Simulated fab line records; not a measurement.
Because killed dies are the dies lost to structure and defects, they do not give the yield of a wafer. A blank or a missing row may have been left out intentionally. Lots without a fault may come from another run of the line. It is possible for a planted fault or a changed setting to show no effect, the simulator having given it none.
The same fault as seen by 2 desks ; flow sky130 ; what lay behind the numbers comes last; until then each desk has only its own

FOR THE TOOL OWNER'S DESK: cmp-01
The tool's own readings at SKY_VIA3_CMP_02 (polishes SiO2): means of the sampled wafers that have a number, for each lot that ran on this tool. If a lot's mean is further than 4 standard deviations from the usual mean, the lot is out of limits and carries the mark OUT (the distance appears in the brackets).
Columns: A = motor_current_A at SKY_VIA3_CMP_02, usual 12.0 A; B = slurry_filter_dp_kPa at SKY_VIA3_CMP_02, usual 13.50 kPa
lot;first seen here;A;B
L131;day 39 14:32;11.8;13.57
L132;day 39 19:53;10.9;13.64
L133;day 40 07:02;11.8;13.42
L140;day 41 23:10;11.4;13.56
L141;day 42 10:48;11.6;13.39
L146;day 43 17:39;11.3;13.43
L150;day 44 18:02;11.2;13.59
This desk's finding: nothing out of limits on any of the 7 lots.

FROM THE METROLOGY DESK
What the gauges read, lot by lot, whatever tool the lot ran on: means of the sampled wafers that have a number. If a lot's mean is further than 4 standard deviations from the usual mean, the lot is out of limits and carries the mark OUT (the distance appears in the brackets).
Columns: A = METAL2_ALCU_RS at SKY_METAL2_RS_MEAS_05, usual 0.1263 ohm/sq; B = VIA2_W_RS at SKY_VIA2_RS_MEAS_22, usual 0.2745 ohm/sq
lot;first seen here;A;B
L130;day 35 00:07;0.1275;0.2736
L131;day 35 03:38;0.1269;0.2740
L132;day 35 09:44;0.1256;0.2733
L133;day 35 20:40;0.1256;0.2733
L134;day 36 02:20;0.1271;0.2728
L137;day 36 17:15;0.1292;0.2747
L140;day 37 13:44;0.1272;0.2720
L141;day 38 03:01;0.1240;0.2751
L143;day 38 11:46;0.1243;0.2716
L146;day 39 12:58;0.1282;0.2761
L150;day 40 14:45;0.1253;0.2750
This desk's finding: nothing out of limits on any of the 11 lots.

PUT TOGETHER
The tool owner's desk saw nothing out of limits.
Metrology desk: nothing out of limits seen.

WHAT WAS PUT IN BY THE SIMULATOR
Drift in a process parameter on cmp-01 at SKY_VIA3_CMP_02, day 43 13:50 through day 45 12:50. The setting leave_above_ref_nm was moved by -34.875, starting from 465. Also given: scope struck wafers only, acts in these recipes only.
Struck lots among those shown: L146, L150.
